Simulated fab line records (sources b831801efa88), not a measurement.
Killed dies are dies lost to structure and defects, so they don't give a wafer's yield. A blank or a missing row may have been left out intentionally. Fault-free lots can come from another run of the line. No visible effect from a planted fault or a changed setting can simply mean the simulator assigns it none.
fab line records + flow sky130
record:
- lots: 7
- wafers: 21
- last_day: 50
route steps=708 shown METAL3@555
lots with no fault: from the same line, run without faults
start_h: the number of hours between the record's first day and the start of the first shown wafer of the lot + wait_h: hours since the lot's step before + " unchanged from the row above + L1.1+2: several wafers, shown together as one row + - no value, or no start given + * or withheld: withheld + < > ~ a bound
route shown NAME@n: a module of which the file shows steps, and the number in the route of the first + usual: mean/standard deviation taken from wafers without a fault + same: alike in all rows + chamber/n: place in a boat + sites: per-site readings + _std_site: their standard deviation + _edge_site: outer sites' mean less inner sites' + radius_mm: for every site, how far away it sits from the centre of the wafer + mask NAME#n: copy n + behind: the most recent tool/chamber to have shaped the wafer + hold: the reason the lot was held/the length of the hold in hours/how it ended + device: transistor that didn't switch, given as n, p or np + end of line: the route-end tests of the same wafers + a step given without rows: its recipe and nothing more + killed: dies lost to structure and defects at the first sort, not the wafer's yield + map: a wafer's dies, marking killed ones x, the rest . and places with no die _
set.NAME: setting as actually run; set.NAME@STEP: the setting as run at that earlier step + model.NAME: the simulator's own value behind a step, which no gauge read
lots at selected steps of the route; one table per step, one row per wafer
services: when a tool's chamber went out of use (start_h, in hours from the record's first day, below 0 if earlier), for how many hours, and the reason
== steps ==
step: SKY_METAL3_DEHYDRATE_05
recipe:
- temp_c: 200
- time_s: 60
step: SKY_METAL3_HMDS_06
recipe:
- prime_time_s: 60
- prime_temp_c: 120
step: SKY_METAL3_COAT_07
recipe:
- resist: BARC
- temp_c: withheld
- time_s: withheld
- spin_rpm: 3000
- resist_thk_nm: 60
step: SKY_METAL3_COAT_08
recipe:
- resist: KrF-thick
- spin_rpm: 3000
- resist_thk_nm: 1140
step: SKY_METAL3_SOFTBAKE_09
recipe:
- temp_c: 100
- time_s: 90
- resist: KrF-thick
step: SKY_METAL3_EXPOSE_10
recipe:
- mask_id: MM3
- na: 0.68
- source_shape: annular
- sigma_inner: 0.4
- sigma_outer: 0.8
- target_cd_nm: 300
- dose_mj: 28
step: SKY_METAL3_PEB_11
recipe:
- peb_temp_c: withheld
- peb_time_s: withheld
- resist: KrF-thick
step: SKY_METAL3_DEVELOP_12
recipe:
- develop_time_s: 60
- resist: KrF-thick
- dev_temp_c: 21
step: SKY_METAL3_CD_MEAS_13
recipe:
- target_cd_nm: 300
usual:
- cd_nm: 300.3/1.5
| lot.wafer | tool      | chamber | start_h | wait_h | cd_nm |
|-----------|-----------|---------|---------|--------|-------|
| L479.2    | cd_sem-02 | -       | 1012.13 | -      | 301.0 |
| L479.3    | "         | -       | "       | "      | 301.5 |
| L479.5    | "         | -       | "       | "      | 301.9 |
| L480.3    | cd_sem-01 | -       | 1012.54 | -      | 300.7 |
| L480.4    | "         | -       | "       | "      | 301.1 |
| L480.6    | "         | -       | "       | "      | 300.8 |
| L482.1    | cd_sem-02 | -       | 1028.91 | -      | 302.2 |
| L482.3    | "         | -       | "       | "      | 300.8 |
| L482.4    | "         | -       | "       | "      | 301.5 |
| L481.2    | cd_sem-01 | -       | 1031.12 | -      | 301.9 |
| L481.5    | "         | -       | "       | "      | 300.8 |
| L481.6    | "         | -       | "       | "      | 301.3 |
| L486.1    | cd_sem-02 | -       | 1058.83 | -      | 299.6 |
| L486.2    | "         | -       | "       | "      | 300.5 |
| L486.6    | "         | -       | "       | "      | 300.2 |
| L485.1    | cd_sem-01 | -       | 1059.18 | -      | 297.0 |
| L485.2    | "         | -       | "       | "      | 298.4 |
| L485.6    | "         | -       | "       | "      | 299.0 |
| L487.1    | cd_sem-01 | -       | 1061.00 | -      | 301.2 |
| L487.5    | "         | -       | "       | "      | 299.5 |
| L487.6    | "         | -       | "       | "      | 301.3 |
step: SKY_METAL3_OVL_MEAS_14
usual:
- METAL3_OVL: 0/5.9
| lot.wafer | tool       | chamber | start_h | wait_h | METAL3_OVL[nm] |
|-----------|------------|---------|---------|--------|----------------|
| L479.2    | overlay-01 | -       | 1012.24 | 0.1    | 6              |
| L479.3    | "          | -       | "       | "      | 9              |
| L479.5    | "          | -       | "       | "      | 8              |
| L480.3    | overlay-01 | -       | 1012.63 | 0.1    | -1             |
| L480.4    | "          | -       | "       | "      | -3             |
| L480.6    | "          | -       | "       | "      | 2              |
| L482.1    | overlay-01 | -       | 1029.03 | 0.1    | -1             |
| L482.3    | "          | -       | "       | "      | -4             |
| L482.4    | "          | -       | "       | "      | -3             |
| L481.2    | overlay-01 | -       | 1031.23 | 0.1    | 3              |
| L481.5    | "          | -       | "       | "      | -3             |
| L481.6    | "          | -       | "       | "      | 0              |
| L486.1    | overlay-02 | -       | 1058.95 | 0.1    | 10             |
| L486.2    | "          | -       | "       | "      | 5              |
| L486.6    | "          | -       | "       | "      | 10             |
| L485.1    | overlay-01 | -       | 1059.30 | 0.1    | -14            |
| L485.2    | "          | -       | "       | "      | -8             |
| L485.6    | "          | -       | "       | "      | -7             |
| L487.1    | overlay-02 | -       | 1061.12 | 0.1    | 7              |
| L487.5    | "          | -       | "       | "      | -1             |
| L487.6    | "          | -       | "       | "      | 2              |
step: SKY_METAL3_DESCUM_15
recipe:
- chemistry: O2
- source_power_w: 150
- bias_power_w: 0
- pressure_mtorr: 10
- temp_c: 40
- time_s: 8
usual:
- drypump_motor_current_A: 6.1/0.42
- he_backside_leak_sccm: 3.4/0.31
- oes_product_au: 0.999/0.0093
| lot.wafer | tool         | chamber | start_h | wait_h | drypump_motor_current_A | he_backside_leak_sccm | oes_product_au | rf_hours_counter_h |
|-----------|--------------|---------|---------|--------|-------------------------|-----------------------|----------------|--------------------|
| L479.2    | rie_metal-01 | 0       | 1012.27 | 0.0    | 6.8                     | 3.2                   | 1.003          | 13                 |
| L479.3    | "            | 0       | "       | "      | 6.8                     | 3.3                   | 1.002          | -                  |
| L479.5    | "            | 1       | "       | "      | 5.3                     | 3.4                   | 1.007          | -                  |
| L480.3    | rie_metal-03 | 0       | 1012.67 | 0.0    | 6.2                     | 3.5                   | 1.016          | -                  |
| L480.4    | "            | 1       | "       | "      | 6.1                     | 3.3                   | 1.007          | -                  |
| L480.6    | "            | 0       | "       | "      | 6.2                     | 3.5                   | 1.012          | -                  |
| L482.1    | rie_metal-01 | 0       | 1029.07 | 0.0    | 6.8                     | 3.1                   | 0.989          | 13                 |
| L482.3    | "            | 0       | "       | "      | 6.8                     | 3.1                   | 1.005          | -                  |
| L482.4    | "            | 1       | "       | "      | 5.3                     | 3.4                   | 1.011          | -                  |
| L481.2    | rie_metal-04 | 0       | 1031.26 | 0.0    | 6.1                     | 3.8                   | 0.980          | 8                  |
| L481.5    | "            | 1       | "       | "      | 6.3                     | 3.3                   | 0.997          | -                  |
| L481.6    | "            | 0       | "       | "      | 6.1                     | 3.5                   | 0.990          | -                  |
| L486.1    | rie_metal-01 | 0       | 1058.99 | 0.0    | 6.7                     | 3.2                   | 1.004          | 15                 |
| L486.2    | "            | 1       | "       | "      | 5.3                     | 3.4                   | 1.004          | 13                 |
| L486.6    | "            | 1       | "       | "      | 5.3                     | 3.3                   | 1.009          | -                  |
| L485.1    | rie_metal-03 | 1       | 1059.34 | 0.0    | 6.1                     | 3.3                   | 1.013          | 15                 |
| L485.2    | "            | 0       | "       | "      | 6.2                     | 3.6                   | 1.008          | 21                 |
| L485.6    | "            | 0       | "       | "      | 6.2                     | 3.5                   | 1.006          | -                  |
| L487.1    | rie_metal-01 | 1       | 1061.16 | 0.0    | 5.3                     | 3.3                   | 1.002          | 13                 |
| L487.5    | "            | 0       | "       | "      | 6.8                     | 3.1                   | 1.008          | -                  |
| L487.6    | "            | 1       | "       | "      | 5.3                     | 3.5                   | 1.001          | -                  |
step: SKY_METAL3_ETCH_16
recipe:
- chemistry: N2/H2
- target: BARC
- ion_energy_ev: 200
- bias_w: 100
- pressure_mtorr: 30
- n2_flow_sccm: 100
- h2_flow_sccm: 200
- icp_w: 500
- stop_on: SiO2
- time_s: 88.2
- target_depth_a: 600
usual:
- bias_w: 100.0/0.32
- chamber_pressure_mTorr: 29.999/0.026
- drypump_motor_current_A: 6.1/0.42
- he_backside_leak_sccm: 3.33/0.23
- oes_product_au: 0.626/0.0045
- throttle_valve_pct: 13.204/0.0089
| lot.wafer | tool         | chamber | start_h | wait_h | bias_w | chamber_pressure_mTorr | drypump_motor_current_A | he_backside_leak_sccm | oes_product_au | rf_hours_counter_h | throttle_valve_pct |
|-----------|--------------|---------|---------|--------|--------|------------------------|-------------------------|-----------------------|----------------|--------------------|--------------------|
| L479.2    | rie_metal-01 | 0       | 1012.30 | 0.0    | 99.5   | 29.976                 | 6.8                     | 3.20                  | 0.624          | 13                 | 13.206             |
| L479.3    | "            | 0       | "       | "      | 99.9   | 30.022                 | 6.8                     | 3.17                  | 0.624          | -                  | 13.217             |
| L479.5    | "            | 1       | "       | "      | 100.2  | 30.013                 | 5.4                     | 3.14                  | 0.617          | -                  | 13.199             |
| L480.3    | rie_metal-03 | 0       | 1012.72 | 0.0    | 100.1  | 29.999                 | 6.2                     | 3.47                  | 0.626          | -                  | 13.202             |
| L480.4    | "            | 1       | "       | "      | 100.4  | 30.036                 | 6.1                     | 3.17                  | 0.624          | -                  | 13.218             |
| L480.6    | "            | 0       | "       | "      | 100.3  | 29.981                 | 6.2                     | 3.48                  | 0.626          | -                  | 13.208             |
| L482.1    | rie_metal-01 | 0       | 1029.10 | 0.0    | 99.7   | 29.998                 | 6.8                     | 3.27                  | 0.629          | 13                 | 13.195             |
| L482.3    | "            | 0       | "       | "      | 100.4  | 29.984                 | 6.8                     | 3.21                  | 0.625          | -                  | 13.218             |
| L482.4    | "            | 1       | "       | "      | 100.8  | 29.991                 | 5.3                     | 3.12                  | 0.631          | -                  | 13.221             |
| L481.2    | rie_metal-04 | 0       | 1031.29 | 0.0    | 100.6  | 29.976                 | 6.1                     | 3.42                  | 0.631          | 8                  | 13.199             |
| L481.5    | "            | 1       | "       | "      | 100.3  | 30.025                 | 6.2                     | 3.32                  | 0.616          | -                  | 13.193             |
| L481.6    | "            | 0       | "       | "      | 100.0  | 30.016                 | 6.1                     | 3.32                  | 0.617          | -                  | 13.200             |
| L486.1    | rie_metal-01 | 0       | 1059.02 | 0.0    | 99.9   | 29.975                 | 6.8                     | 3.14                  | 0.628          | 16                 | 13.188             |
| L486.2    | "            | 1       | "       | "      | 99.9   | 29.989                 | 5.3                     | 3.39                  | 0.630          | 13                 | 13.204             |
| L486.6    | "            | 1       | "       | "      | 99.6   | 30.028                 | 5.3                     | 3.07                  | 0.628          | -                  | 13.216             |
| L485.1    | rie_metal-03 | 1       | 1059.37 | 0.0    | 99.7   | 30.015                 | 6.1                     | 3.41                  | 0.627          | 15                 | 13.185             |
| L485.2    | "            | 0       | "       | "      | 99.9   | 30.013                 | 6.2                     | 3.45                  | 0.630          | 21                 | 13.207             |
| L485.6    | "            | 0       | "       | "      | 100.1  | 30.040                 | 6.2                     | 3.40                  | 0.623          | -                  | 13.197             |
| L487.1    | rie_metal-01 | 1       | 1061.19 | 0.0    | 100.1  | 29.952                 | 5.3                     | 3.43                  | 0.632          | 13                 | 13.204             |
| L487.5    | "            | 0       | "       | "      | 100.0  | 30.028                 | 6.8                     | 3.29                  | 0.619          | -                  | 13.191             |
| L487.6    | "            | 1       | "       | "      | 100.3  | 30.007                 | 5.4                     | 3.13                  | 0.624          | -                  | 13.204             |
step: SKY_METAL3_ETCH_17
recipe:
- target: SiO2
- stop_on: TiN
- chemistry: C4F8/O2/Ar
- source_w: 1500
- bias_w: 1200
- pressure_mtorr: 40
- c4f8_flow_sccm: withheld
- O2_flow_sccm: 6
- Ar_flow_sccm: 300
- time_s: 3.9
- target_depth_a: 150
usual:
- bias_w: 1200/3.5
- chamber_pressure_mTorr: 40.00/0.034
- oes_product_au: 0.757/0.0073
| lot.wafer | tool        | chamber | start_h | wait_h | bias_w | chamber_pressure_mTorr | oes_product_au |
|-----------|-------------|---------|---------|--------|--------|------------------------|----------------|
| L479.2    | rie_diel-04 | 3       | 1012.40 | 0.1    | 1202   | 39.94                  | 0.767          |
| L479.3    | "           | 1       | "       | "      | 1203   | 40.00                  | 0.751          |
| L479.5    | "           | 0       | "       | "      | 1200   | 40.02                  | 0.757          |
| L480.3    | rie_diel-01 | 1       | 1012.79 | 0.0    | -      | -                      | -              |
| L480.4    | "           | 2       | "       | "      | -      | -                      | -              |
| L480.6    | "           | 2       | "       | "      | -      | -                      | -              |
| L482.1    | rie_diel-02 | 1       | 1029.20 | 0.1    | -      | -                      | -              |
| L482.3    | "           | 0       | "       | "      | -      | -                      | -              |
| L482.4    | "           | 2       | "       | "      | -      | -                      | -              |
| L481.2    | rie_diel-01 | 1       | 1031.39 | 0.1    | -      | -                      | -              |
| L481.5    | "           | 2       | "       | "      | -      | -                      | -              |
| L481.6    | "           | 1       | "       | "      | -      | -                      | -              |
| L486.1    | rie_diel-01 | 0       | 1059.12 | 0.1    | 1205   | 39.98                  | 0.752          |
| L486.2    | "           | 3       | "       | "      | 1196   | 40.02                  | 0.753          |
| L486.6    | "           | 1       | "       | "      | 1199   | 39.98                  | 0.757          |
| L485.1    | rie_diel-02 | 0       | 1059.47 | 0.1    | 1199   | 40.00                  | 0.751          |
| L485.2    | "           | 1       | "       | "      | 1201   | 39.99                  | 0.745          |
| L485.6    | "           | 2       | "       | "      | 1197   | 40.05                  | 0.763          |
| L487.1    | rie_diel-02 | 3       | 1061.29 | 0.1    | 1199   | 39.99                  | 0.752          |
| L487.5    | "           | 3       | "       | "      | 1199   | 40.05                  | 0.758          |
| L487.6    | "           | 2       | "       | "      | 1198   | 39.99                  | 0.755          |
step: SKY_METAL3_METAL_ETCH_18
recipe:
- target_depth_a: 8450
- stop_on: SiO2
- over_etch_frac: 0.3
- time_s: 183.1
- chemistry: Cl2/BCl3
- resist_sidewall_deg: 88
- pressure_mtorr: 10
- icp_w: 900
- bias_w: 48.5
- Cl2_flow_sccm: 60
- bcl3_flow_sccm: 30
usual:
- bcl3_flow_sccm: 29.99/0.093
- bias_w: 48.52/0.15
- drypump_motor_current_A: 6.1/0.47
- he_backside_leak_sccm: 3.33/0.23
- oes_product_au: 0.867/0.0068
- throttle_valve_pct: 22.266/0.0096
| lot.wafer | tool         | chamber | start_h | wait_h | bcl3_flow_sccm | bias_w | drypump_motor_current_A | he_backside_leak_sccm | oes_product_au | rf_hours_counter_h | throttle_valve_pct |
|-----------|--------------|---------|---------|--------|----------------|--------|-------------------------|-----------------------|----------------|--------------------|--------------------|
| L479.2    | rie_metal-04 | 0       | 1012.42 | 0.0    | 29.91          | 48.54  | 6.1                     | 3.52                  | 0.868          | 7                  | 22.259             |
| L479.3    | "            | 1       | "       | "      | 29.99          | 48.73  | 6.2                     | 2.96                  | 0.871          | -                  | 22.275             |
| L479.5    | "            | 1       | "       | "      | 29.99          | 48.58  | 6.2                     | 3.38                  | 0.862          | -                  | 22.269             |
| L480.3    | rie_metal-01 | 1       | 1012.87 | 0.1    | 29.94          | 48.42  | 5.3                     | 3.17                  | 0.875          | -                  | 22.277             |
| L480.4    | "            | 0       | "       | "      | 29.84          | 48.57  | 6.8                     | 3.22                  | 0.878          | -                  | 22.267             |
| L480.6    | "            | 0       | "       | "      | 29.87          | 48.53  | 6.8                     | 3.15                  | 0.869          | -                  | 22.249             |
| L482.1    | rie_metal-04 | 1       | 1029.22 | 0.0    | 29.90          | 48.50  | 6.2                     | 2.94                  | 0.868          | 14                 | 22.256             |
| L482.3    | "            | 1       | "       | "      | 29.88          | 48.53  | 6.2                     | 3.30                  | 0.868          | -                  | 22.275             |
| L482.4    | "            | 0       | "       | "      | 30.01          | 48.51  | 6.1                     | 3.35                  | 0.861          | -                  | 22.261             |
| L481.2    | rie_metal-01 | 0       | 1031.41 | 0.0    | 30.06          | 48.32  | 6.7                     | 3.25                  | 0.865          | 14                 | 22.263             |
| L481.5    | "            | 0       | "       | "      | 29.89          | 48.39  | 6.7                     | 3.30                  | 0.866          | -                  | 22.250             |
| L481.6    | "            | 1       | "       | "      | 29.89          | 48.65  | 5.3                     | 3.25                  | 0.864          | -                  | 22.274             |
| L486.1    | rie_metal-04 | 1       | 1059.14 | 0.0    | 30.02          | 48.63  | 6.3                     | 3.18                  | 0.884          | 16                 | 22.267             |
| L486.2    | "            | 0       | "       | "      | 30.11          | 48.47  | 6.1                     | 3.46                  | 0.871          | 10                 | 22.240             |
| L486.6    | "            | 0       | "       | "      | 29.99          | 48.39  | 6.1                     | 3.30                  | 0.871          | -                  | 22.282             |
| L485.1    | rie_metal-01 | 0       | 1059.49 | 0.0    | 29.94          | 48.66  | 6.8                     | 3.04                  | 0.871          | 16                 | 22.263             |
| L485.2    | "            | 1       | "       | "      | 29.94          | 48.45  | 5.3                     | 3.57                  | 0.863          | 13                 | 22.262             |
| L485.6    | "            | 1       | "       | "      | 29.98          | 48.54  | 5.3                     | 3.28                  | 0.875          | -                  | 22.259             |
| L487.1    | rie_metal-03 | 1       | 1061.31 | 0.0    | 30.09          | 48.56  | 6.1                     | 3.45                  | 0.865          | 16                 | 22.267             |
| L487.5    | "            | 1       | "       | "      | 30.10          | 48.48  | 6.1                     | 3.37                  | 0.865          | -                  | 22.273             |
| L487.6    | "            | 0       | "       | "      | 30.10          | 48.49  | 6.2                     | 3.71                  | 0.873          | -                  | 22.273             |
== services ==
| tool         | chamber | start_h | hours | kind   |
|--------------|---------|---------|-------|--------|
| rie_metal-04 | 1       | 988.97  | 15.5  | repair |
| rie_diel-01  | 2       | 1025.07 | 4.6   | repair |
| rie_metal-04 | -       | 1048.09 | 2.8   | pm     |
== key ==
first_sign:
- step: SKY_METAL3_ETCH_17
- reading: tool_record
- direction: missing
effect none on later readings
met_at SKY_METAL3_ETCH_17
struck_wafers L480.3,L480.4,L480.6,L481.2,L481.5,L481.6,L482.1,L482.3,L482.4
later_rows_left_out L480.3,L480.4,L480.6,L481.2,L481.5,L481.6,L482.1,L482.3,L482.4
sort_left_out L480.3,L480.4,L480.6,L481.2,L481.5,L481.6,L482.1,L482.3,L482.4
fault:
- kind: skipped_step_whole
- tool: rie_diel-01,rie_diel-02
- chamber: -
- onset_h: 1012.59
- steps: SKY_METAL3_ETCH_17
- scope: struck_lots_only
sort_left_out: the simulated sort isn't trusted on such a fault, so these wafers' sort isn't shown, and their yield isn't known
later_rows_left_out: the simulator's readings of these wafers behind a module that went badly wrong aren't trusted and aren't shown, but for the sort
